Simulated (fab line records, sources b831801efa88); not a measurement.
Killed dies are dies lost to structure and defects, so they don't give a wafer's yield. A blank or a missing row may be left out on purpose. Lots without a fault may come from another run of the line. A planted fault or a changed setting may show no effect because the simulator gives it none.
Which tool did it? | flow sky130 | 13 lots, 39 wafers sampled, at 5 steps of a route of 708

WHAT THE GAUGES READ, wafer by wafer
The record holds no reading of a measuring or inspecting step that can be judged against a usual standard deviation.

WHICH TOOL RAN EACH LOT (tool, then ch and the chambers of the sampled wafers, then the start)
lot  | SKY_CONTACT_CVD_24            | SKY_CONTACT_CMP_27            | SKY_METAL1_SPUTTER_00        | SKY_METAL1_SPUTTER_02        | SKY_PAD_OPEN_PROBE_99
L820 | cvd_w-02 ch 0, day 31 22:14   | cmp-02 ch 0,1, day 31 22:32   | pvd_sputter-03, day 31 22:50 | pvd_sputter-03, day 31 22:53 | prober-01, day 45 23:02
L822 | cvd_w-01 ch 0,1, day 32 13:57 | cmp-02 ch 0,3, day 32 14:14   | pvd_sputter-02, day 32 14:32 | pvd_sputter-02, day 32 14:35 | prober-02, day 46 14:20
L821 | cvd_w-02 ch 0,1, day 32 14:19 | cmp-01 ch 1,2, day 32 14:37   | pvd_sputter-03, day 32 14:55 | pvd_sputter-03, day 32 14:57 | prober-01, day 46 17:09
L823 | cvd_w-02 ch 0, day 33 08:05   | cmp-01 ch 0,2,3, day 33 08:29 | pvd_sputter-01, day 33 08:47 | pvd_sputter-01, day 33 08:50 | prober-02, day 47 00:40
L825 | cvd_w-02 ch 0,1, day 34 04:56 | cmp-02 ch 1,3, day 34 05:15   | pvd_sputter-01, day 34 05:30 | pvd_sputter-01, day 34 05:32 | prober-01, day 47 18:28
L826 | cvd_w-01 ch 0,1, day 34 05:36 | cmp-01 ch 0,2,3, day 34 05:51 | pvd_sputter-02, day 34 06:09 | pvd_sputter-02, day 34 06:12 | prober-01, day 47 19:58
L828 | cvd_w-01 ch 0,1, day 34 20:56 | cmp-02 ch 0,2,3, day 34 21:13 | pvd_sputter-03, day 34 21:31 | pvd_sputter-03, day 34 21:34 | prober-01, day 48 08:32
L829 | cvd_w-02 ch 0,1, day 35 01:52 | cmp-01 ch 1,2, day 35 02:09   | -                            | -                            | prober-02, day 48 14:17
L830 | cvd_w-02 ch 0,1, day 35 18:17 | cmp-02 ch 2,3, day 35 18:38   | -                            | -                            | prober-01, day 48 20:00
L839 | cvd_w-01 ch 0,1, day 37 21:22 | cmp-01 ch 0,1,3, day 37 21:40 | pvd_sputter-01, day 37 21:59 | pvd_sputter-01, day 37 22:02 | prober-02, day 50 10:31
L841 | cvd_w-02 ch 0,1, day 38 16:01 | cmp-01 ch 1,3, day 38 16:20   | pvd_sputter-02, day 38 16:35 | pvd_sputter-02, day 38 16:37 | prober-01, day 50 19:46
L840 | cvd_w-02 ch 0,1, day 38 16:19 | cmp-01 ch 0,2,3, day 38 16:37 | pvd_sputter-01, day 38 16:55 | pvd_sputter-01, day 38 16:58 | prober-02, day 50 20:40
L842 | cvd_w-02 ch 0,1, day 38 20:35 | cmp-02 ch 0,1,3, day 38 20:52 | pvd_sputter-02, day 38 21:10 | pvd_sputter-02, day 38 21:13 | prober-01, day 51 00:06
- SKY_CONTACT_CVD_24: deposits W, target thk 340 nm, time 102.12 s.
- SKY_CONTACT_CMP_27: polishes, stops on SiO2, t overpolish 15 s, target thk 0 nm.
- SKY_METAL1_SPUTTER_00: material Ti, target thk 15 nm, time 10 s.
- SKY_METAL1_SPUTTER_02: material AlCu, target thk 250 nm, time 13.3 s.
- SKY_PAD_OPEN_PROBE_99

WHAT THE TOOLS THEMSELVES READ (means of the sampled wafers that have a number; where no wafer has one, the mark that the record gives instead)
SKY_CONTACT_CVD_24.
lot  | tool     | heater_power_w (W)
L820 | cvd_w-02 | 809
L822 | cvd_w-01 | 775
L821 | cvd_w-02 | 736
L823 | cvd_w-02 | 803
L825 | cvd_w-02 | 732
L826 | cvd_w-01 | 842
L828 | cvd_w-01 | 777
L829 | cvd_w-02 | 764
L830 | cvd_w-02 | 742
L839 | cvd_w-01 | 839
L841 | cvd_w-02 | 747
L840 | cvd_w-02 | 727
L842 | cvd_w-02 | 765

SKY_CONTACT_CMP_27.
lot  | tool   | edge_zone_pressure_frac | head_pressure_psi (psi) | motor_current_A (A) | overpolish_run_s (s) | retaining_ring_pressure_frac | time_to_endpoint_s (s)
L820 | cmp-02 | 0.998                   | 3.497                   | 11.8                | 14.991               | 0.997                        | 81
L822 | cmp-02 | 1.004                   | 3.496                   | 12.3                | 14.998               | 0.996                        | 82
L821 | cmp-01 | 0.997                   | 3.507                   | 10.8                | 14.998               | 0.996                        | 83
L823 | cmp-01 | 1.000                   | 3.501                   | 10.9                | 14.998               | 1.002                        | 79
L825 | cmp-02 | 1.001                   | 3.503                   | 12.2                | 15.002               | 0.999                        | 81
L826 | cmp-01 | 1.000                   | 3.505                   | 11.0                | 14.998               | 1.002                        | 79
L828 | cmp-02 | 1.004                   | 3.507                   | 11.4                | 15.008               | 0.999                        | 81
L829 | cmp-01 | -                       | -                       | -                   | -                    | -                            | -
L830 | cmp-02 | -                       | -                       | -                   | -                    | -                            | -
L839 | cmp-01 | 1.001                   | 3.497                   | 11.1                | 14.995               | 0.999                        | 82
L841 | cmp-01 | 1.001                   | 3.512                   | 12.0                | 14.997               | 1.003                        | 80
L840 | cmp-01 | 1.001                   | 3.482                   | 11.4                | 15.014               | 1.001                        | 74
L842 | cmp-02 | 1.000                   | 3.501                   | 12.6                | 15.002               | 0.994                        | 81

SKY_METAL1_SPUTTER_00.
lot  | tool           | throttle_valve_pct (%)
L820 | pvd_sputter-03 | 29.4
L822 | pvd_sputter-02 | 30.4
L821 | pvd_sputter-03 | 29.4
L823 | pvd_sputter-01 | 30.5
L825 | pvd_sputter-01 | 29.5
L826 | pvd_sputter-02 | 29.9
L828 | pvd_sputter-03 | 29.9
L839 | pvd_sputter-01 | 29.8
L841 | pvd_sputter-02 | 29.1
L840 | pvd_sputter-01 | 30.4
L842 | pvd_sputter-02 | 29.0

SKY_METAL1_SPUTTER_02.
lot  | tool           | throttle_valve_pct (%)
L820 | pvd_sputter-03 | 29.4
L822 | pvd_sputter-02 | 30.4
L821 | pvd_sputter-03 | 29.4
L823 | pvd_sputter-01 | 30.5
L825 | pvd_sputter-01 | 29.7
L826 | pvd_sputter-02 | 29.9
L828 | pvd_sputter-03 | 30.0
L839 | pvd_sputter-01 | 29.7
L841 | pvd_sputter-02 | 29.0
L840 | pvd_sputter-01 | 30.3
L842 | pvd_sputter-02 | 29.0

SKY_PAD_OPEN_PROBE_99.
lot  | tool      | killed_at_M0_to_M3 | killed_at_M4_up | killed_at_contacts | killed_at_front_end | killed_at_other | killed_dies | killed_on_rim | killed_open | killed_short
L820 | prober-01 | 48                 | 2.3             | 27                 | 12                  | 0.3             | 90          | 17            | 50          | 39
L822 | prober-02 | 49                 | 2.3             | 26                 | 16                  | 0.3             | 93          | 17            | 49          | 44
L821 | prober-01 | 46                 | 3.3             | 25                 | 16                  | 0.7             | 90          | 20            | 52          | 38
L823 | prober-02 | 44                 | 3.0             | 27                 | 12                  | 0.7             | 86          | 16            | 49          | 37
L825 | prober-01 | 51                 | 4.0             | 26                 | 19                  | 0.3             | 99          | 24            | 53          | 46
L826 | prober-01 | 50                 | 3.3             | 23                 | 13                  | 0.3             | 91          | 21            | 47          | 43
L828 | prober-01 | 41                 | 3.3             | 23                 | 12                  | 0.3             | 80          | 19            | 41          | 38
L829 | prober-02 | 43                 | 3.3             | 432                | 14                  | 0.3             | 492         | 96            | 44          | 38
L830 | prober-01 | 39                 | 4.0             | 436                | 13                  | 0.3             | 492         | 96            | 46          | 35
L839 | prober-02 | 45                 | 2.3             | 26                 | 9                   | 0.0             | 83          | 13            | 47          | 35
L841 | prober-01 | 37                 | 2.7             | 22                 | 18                  | 0.7             | 80          | 13            | 41          | 39
L840 | prober-02 | 41                 | 2.3             | 19                 | 13                  | 0.0             | 74          | 16            | 39          | 35
L842 | prober-01 | 41                 | 2.7             | 25                 | 16                  | 0.0             | 84          | 17            | 46          | 38

THE ANSWER, worked out from the rows above alone
Rule: what is usual is taken from the lots themselves. Put in order of their means at a reading, lots are off if they are a third of the lots or fewer, leave a main group of 4 or more, and stand apart from it by a gap of 3 or more times the standard deviation of the main group's means; of several such gaps the widest counts. A main group whose means are all the same, to the digits that the tables above print for the reading, isn't used. A lot without any number at a reading at which 4 lots or more have one is off too. The other lots that the step has rows for count as sound. The gauges are gone through in route order, then the tools' own readings, and for those a lot's mean is taken as printed above. The first step at which some lot is off is used, and at that step the reading that is off furthest; a lot without a number counts as furthest.
Off: L829, L830, at SKY_CONTACT_CMP_27 (edge_zone_pressure_frac). Without a number there: L829, L830. The main group: mean 1.001, standard deviation 0.002.
A tool fits if, at that step or a process step before it, it ran every lot that is off, and no sound lot after the first of them. None of those tried fits.

WHAT THE SIMULATOR HAD PUT IN
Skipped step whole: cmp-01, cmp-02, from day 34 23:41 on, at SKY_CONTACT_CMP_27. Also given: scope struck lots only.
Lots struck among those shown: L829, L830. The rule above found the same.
